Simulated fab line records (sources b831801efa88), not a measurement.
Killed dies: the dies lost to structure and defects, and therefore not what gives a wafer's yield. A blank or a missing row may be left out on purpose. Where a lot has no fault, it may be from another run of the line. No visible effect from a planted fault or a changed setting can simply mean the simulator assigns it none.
Which tool was responsible? :: flow gf180mcu :: Sampling: 6 lots, 17 wafers, 4 of 602 route steps

WHAT THE GAUGES SHOWED, per wafer
GF_M4_CD_MEAS_14 targets a cd of 280 nm.
lot: L420
measured: day 23 17:49
on: cd-sem-01
cd-nm (nm): 279.3 278.9 279.8

lot: L423
measured: day 24 20:41
on: cd-sem-01
cd-nm (nm): 283.6 282.0 281.5

lot: L425
measured: day 25 07:34
on: cd-sem-01
cd-nm (nm): 280.4 280.6 279.3

lot: L435
measured: day 28 08:53
on: cd-sem-01
cd-nm (nm): 215.4 278.9

lot: L440
measured: day 30 02:37
on: cd-sem-02
cd-nm (nm): 280.5 279.7 279.9

lot: L442
measured: day 30 18:33
on: cd-sem-02
cd-nm (nm): 278.9 280.1 279.4

WHICH TOOL RAN EACH LOT (tool, then ch and the chambers of the sampled wafers, then the start)
lot: L420
GF_V3_ETCH_16: rie-diel-01 ch 0,1, day 22 17:53
GF_V3_STRIP_18: plasma-asher-03 ch 0,1, day 22 18:03
GF_M4_EXPOSE_11: krf-scanner-01 ch 0, day 23 07:26

lot: L423
GF_V3_ETCH_16: rie-diel-04 ch 2,3, day 23 21:04
GF_V3_STRIP_18: plasma-asher-03 ch 0,1, day 23 21:12
GF_M4_EXPOSE_11: krf-scanner-02 ch 0, day 24 10:16

lot: L425
GF_V3_ETCH_16: rie-diel-01 ch 0,2,3, day 24 08:17
GF_V3_STRIP_18: plasma-asher-04 ch 0,1, day 24 08:27
GF_M4_EXPOSE_11: krf-scanner-01 ch 0, day 24 20:37

lot: L435
GF_V3_ETCH_16: rie-diel-01 ch 1,2, day 27 11:50
GF_V3_STRIP_18: plasma-asher-03 ch 1, day 27 11:58
GF_M4_EXPOSE_11: krf-scanner-01 ch 0, day 28 00:02

lot: L440
GF_V3_ETCH_16: rie-diel-02 ch 0,3, day 29 06:04
GF_V3_STRIP_18: plasma-asher-04 ch 0,1, day 29 06:14
GF_M4_EXPOSE_11: krf-scanner-02 ch 0, day 29 17:32

lot: L442
GF_V3_ETCH_16: rie-diel-02 ch 1,2, day 29 23:07
GF_V3_STRIP_18: plasma-asher-03 ch 0,1, day 29 23:17
GF_M4_EXPOSE_11: krf-scanner-02 ch 0, day 30 09:55
- GF_V3_ETCH_16: etches BARC in N2/H2.
- GF_V3_STRIP_18: strips in O2/N2.
- GF_M4_EXPOSE_11: exposes mask Metal4, target cd 280 nm.

THE ANSWER, worked out from the rows above alone
Rule: what is usual is taken from the lots themselves. Put in order of their means at a reading, lots are off if they are a third of the lots or fewer, leave a main group of 4 or more, and stand apart from it by a gap of 3 or more times the standard deviation of the main group's means; of several such gaps the widest counts. The tables above print the reading to a certain number of digits; a main group whose means all agree to those digits is not used. A lot without any number at a reading at which 4 lots or more have one is off too. All remaining lots with rows at the step are treated as sound.
Off at GF_M4_CD_MEAS_14 (cd-nm): L435. Main group: mean 280.3 nm, sd 1.1.
A tool fits if, at a process step before that reading, it ran every lot that is off, and no sound lot after the first of them. Gauges at GF_M4_CD_MEAS_14: tried the same way as those tools. Can't be told from this: 3 tools fit, rie-diel-01 at GF_V3_ETCH_16, krf-scanner-01 at GF_M4_EXPOSE_11, cd-sem-01 at GF_M4_CD_MEAS_14.

WHAT THE SIMULATOR HAD PUT IN
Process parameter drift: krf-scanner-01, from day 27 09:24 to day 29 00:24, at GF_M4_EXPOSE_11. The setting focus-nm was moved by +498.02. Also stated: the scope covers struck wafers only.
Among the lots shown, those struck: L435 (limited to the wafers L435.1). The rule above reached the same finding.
